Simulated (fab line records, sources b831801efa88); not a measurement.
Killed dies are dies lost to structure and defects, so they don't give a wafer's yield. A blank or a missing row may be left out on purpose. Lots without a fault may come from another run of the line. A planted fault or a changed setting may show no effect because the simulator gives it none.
Problem report in the 8D (eight disciplines) form, filled by code | flow sky130 | the parts of the form that need people (team, actions taken, sign-off) are left out

1. THE PROBLEM
prime_temp_c at SKY_LDD_P_HMDS_01 reads a mean of 118.34 C on 6 wafers of 2 lots; wafers without a fault read 120.00 C with a standard deviation of 0.13. That is -13 standard deviations from the usual mean.
The step: prime time 60 s.
First seen on wafer L219.1, day 26 02:33, on litho_track-02. The record holds 39 wafers of 13 lots with a number at this step. Rule for "out", or "out of limits": more than 4 standard deviations from the usual mean. The other wafers with a number count as sound.

2. WHAT IT IS AND WHAT IT IS NOT
question                    | is                     | is not
which readings at this step | prime_temp_c           | -
which lots                  | L219, L220             | L197, L198, L200, L201, L203, L204, L205, L207, L208, L209, L210
which wafers of those lots  | all that have a number | -
read on which tools         | litho_track-02         | litho_track-01, litho_track-03
when                        | from day 26 02:33      | up to then (33 sound wafers)

3. SUSPECTS, AND WHAT RULES EACH OUT
Counting: a tool at a process step up to the reading stays a suspect if it ran every lot that is out and no sound lot after the first of them.
- litho_track-02 at SKY_LDD_P_HMDS_01 (prime time 60 s): kept. It ran every lot that is out, first L219 (day 26 02:33), and no sound lot after that; its last sound lot up to then is L209 (day 23 00:44). Its own readings are out on those wafers: prime_temp_c.
Left after counting: litho_track-02 at SKY_LDD_P_HMDS_01.

4. THE CAUSE (what the simulator had put in)
Process parameter drift: litho_track-02, from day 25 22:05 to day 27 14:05, at SKY_LDD_P_HMDS_01. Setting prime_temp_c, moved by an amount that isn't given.
Counting left only this tool.

5. THE CHAIN OF EFFECTS, in route order
Each row: a reading whose mean over the struck wafers that have a number lies more than 3 standard deviations from the usual. Only readings for which the record gives a usual standard deviation are gone through. hours: the time from each lot's start at the first step in this table that gives one to its start at this step, as a median over the lots. sigmas: the change in usual standard deviations.
hours | step              | reading      | usual    | on struck wafers | change | sigmas
0     | SKY_LDD_P_HMDS_01 | prime_temp_c | 120.00 C | 118.34           | -1.66  | -13
The process steps in it:
- SKY_LDD_P_HMDS_01: prime time 60 s.
Later measuring or inspecting steps at which every struck wafer that the step has a row for has a number for every such reading, and none has moved that far: SKY_LI_CONTACT_RS_MEAS_22.

6. WHAT WOULD HAVE CAUGHT IT SOONER
In this record the first reading out of limits was taken at day 26 02:33, 4 hours after the fault began at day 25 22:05.
